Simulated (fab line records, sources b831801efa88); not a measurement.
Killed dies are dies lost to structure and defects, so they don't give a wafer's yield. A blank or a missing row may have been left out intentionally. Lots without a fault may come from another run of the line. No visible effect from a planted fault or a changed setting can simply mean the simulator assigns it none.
2 desks looking at one fault	flow gf180mcu	numbers are kept per desk, each desk with only its own; the story behind them comes last

== METROLOGY DESK ==
What the gauges read, lot by lot, whatever tool the lot ran on: means of the sampled wafers that have a number. A lot is out of limits, marked OUT, if its mean lies more than 4 standard deviations from the usual mean; the brackets give that distance.
Columns: A = cdNm at GF_V3_CD_MEAS_14, usual 259.9 nm
lot	first seen here	A
L225	day 24 04:49	257.7
L226	day 25 01:23	259.9
L227	day 25 05:37	258.2
L229	day 25 15:05	258.9
L230	day 26 05:50	261.8
L236	day 27 18:07	259.9
L237	day 28 00:32	262.4
L239	day 28 23:23	259.7
L240	day 28 23:47	261.4
L241	day 29 01:13	259.0
L242	day 29 06:13	257.2
L243	day 29 14:29	259.7
L244	day 29 20:42	260.9
This desk found nothing out of limits on any of the 13 lots.

== THE TOOL OWNER'S DESK: pvdSputter-02 ==
The tool's own readings at GF_M4_SPUTTER_03 (material Ti, target thk 10 nm, time 6.7 s): means of the sampled wafers that have a number, for each lot that ran on this tool. A lot is out of limits, marked OUT, if its mean lies more than 4 standard deviations from the usual mean; the brackets give that distance.
Columns: A = cathodeDcPowerW at GF_M4_SPUTTER_03, usual 3000.0 W; B = chamberPressurePa at GF_M4_SPUTTER_03, usual 0.3001 Pa; C = throttleValvePct at GF_M4_SPUTTER_03, usual 30.0 %
lot	first seen here	A	B	C
L227	day 25 07:16	3000.0	0.2997	32.0
L229	day 25 16:45	2999.8	0.3006	30.0
L241	day 29 02:53	3000.6	0.3001	30.0
This desk found nothing out of limits on any of the 3 lots.

== TAKEN TOGETHER ==
From the metrology desk's view, nothing was out of limits.
Nothing out of limits was seen by the tool owner's desk.

== WHAT THE SIMULATOR HAD INSERTED ==
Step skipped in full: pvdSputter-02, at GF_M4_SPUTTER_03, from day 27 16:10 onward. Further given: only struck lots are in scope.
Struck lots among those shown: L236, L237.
